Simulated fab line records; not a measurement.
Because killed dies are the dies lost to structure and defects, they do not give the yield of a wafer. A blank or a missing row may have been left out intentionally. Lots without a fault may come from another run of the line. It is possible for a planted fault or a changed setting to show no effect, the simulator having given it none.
Which of the tools did it? | flow gf180mcu | 10 lots with 30 wafers sampled at 2 steps, on a route of 602 steps

== WHAT THE GAUGES SHOWED, per wafer ==
GF_V2_RS_MEAS_24: measures by four-point-probe.
lot  | measured     | on           | V2_W_RS (ohm/sq)
L572 | day 20 06:38 | filmMetro-02 | 0.339 0.325 0.337
L576 | day 21 17:52 | filmMetro-01 | 0.330 0.332 0.331
L577 | day 22 13:16 | filmMetro-01 | 0.324 0.321 0.336
L583 | day 24 06:08 | filmMetro-04 | 0.404 0.387 0.399
L584 | day 24 16:33 | filmMetro-01 | 0.395 0.402 0.405
L589 | day 26 05:37 | filmMetro-02 | 0.321 0.331 0.331
L592 | day 27 07:58 | filmMetro-02 | 0.327 0.323 0.333
L594 | day 27 18:29 | filmMetro-01 | 0.329 0.330 0.332
L593 | day 27 19:34 | filmMetro-01 | 0.334 0.332 0.329
L595 | day 28 01:19 | filmMetro-01 | 0.327 0.328 0.326

== WHICH TOOL RAN EACH LOT (tool, then ch and the chambers of the sampled wafers, then the start) ==
lot  | GF_V2_CVD_23
L572 | cvdW-02 ch 0,1, day 20 06:32
L576 | cvdW-01 ch 0,1, day 21 17:44
L577 | cvdW-02 ch 0,1, day 22 13:08
L583 | cvdW-01 ch 0,1, day 24 06:01
L584 | cvdW-01 ch 0,1, day 24 16:26
L589 | cvdW-02 ch 0,1, day 26 05:30
L592 | cvdW-02 ch 0,1, day 27 07:51
L594 | cvdW-01 ch 0,1, day 27 18:22
L593 | cvdW-02 ch 0, day 27 19:26
L595 | cvdW-01 ch 1, day 28 01:11
- GF_V2_CVD_23: deposits W, target thk 350 nm, time 104.94 s.

== THE ANSWER, worked out from the rows above alone ==
Rule: what is usual is taken from the lots themselves. The widest of any qualifying gaps counts: lots, ordered by their means at a reading, are off when they make up no more than a third of the lots, leave a main group of 4 or more, and stand apart from it by 3 or more times the standard deviation of that group's means. Not used: any main group whose means are identical at the precision the tables above print for the reading. Also off: a lot with no number at a reading for which 4 or more lots have one. Any other lot the step has rows for is counted as sound.
Off: L583, L584, seen at GF_V2_RS_MEAS_24 (V2_W_RS). For the main group the mean is 0.330 ohm/sq and the standard deviation 0.0024.
If a tool, at a process step before that reading, ran all the lots that are off and no sound lot after the first of them, it fits. Gauges at GF_V2_RS_MEAS_24: tried the same way as those tools. No candidate that was tried fits.

== WHAT THE SIMULATOR PUT IN ==
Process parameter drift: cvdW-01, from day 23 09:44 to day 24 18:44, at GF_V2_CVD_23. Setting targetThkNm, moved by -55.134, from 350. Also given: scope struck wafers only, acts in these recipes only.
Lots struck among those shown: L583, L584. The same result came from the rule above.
